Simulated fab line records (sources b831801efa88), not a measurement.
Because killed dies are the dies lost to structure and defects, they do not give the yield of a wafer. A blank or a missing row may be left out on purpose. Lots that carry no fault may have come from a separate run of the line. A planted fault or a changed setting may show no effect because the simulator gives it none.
Matching of chambers    flow sky130    4 sister chambers for SKY_VIA2_CMP_24 on cmp-01
The step polishes, stops on SiO2, t overpolish 20 s, target thk 0 nm. 4 wafers are shown with their chamber, then 9 later ones without.

WAFERS, EACH WITH ITS CHAMBER
wafer   chamber  motor_current_A (A)
L120.3  3        11.2
L120.4  0        11.5
L122.1  1        10.6
L122.6  2        10.0

WAFERS WITH NO CHAMBER GIVEN
wafer   motor_current_A (A)
L126.2  11.4
L126.4  9.9
L126.6  10.5
L125.2  10.4
L125.3  10.4
L125.6  11.4
L130.1  12.0
L130.3  10.2
L130.4  10.7

EACH ONE'S CHAMBER
wafer    from the rows above       in truth
L126.2   can't be placed: 0 or 3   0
L126.4   2                         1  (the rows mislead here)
L126.6   can't be placed: 1 or 2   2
L125.2   can't be placed: 1 or 2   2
L125.3   can't be placed: 1 or 2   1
L125.6   can't be placed: 0 or 3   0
L130.1   can't be placed: 0 or 3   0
L130.3   can't be placed: 2 or 1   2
L130.4   can't be placed: 1 or 3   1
Correctly placed: 0 of 9. Unplaceable from these rows: 8, with the true chamber sitting among the candidates in 8. Wrongly placed: 1.
How it was worked out, from the rows above alone: a wafer's distance from a chamber is the root of the sum, over the readings, of the square of ((its reading less the chamber's mean) divided by the reading's scatter). The wafer belongs to the nearest chamber; if the next one is less than 2 further off, it can't be placed. For every chamber, the mean is computed from those of its wafers that are shown. The scatter: with one shown wafer a chamber, the root of the mean of the squares of how far each hidden wafer lies from its nearest shown one.
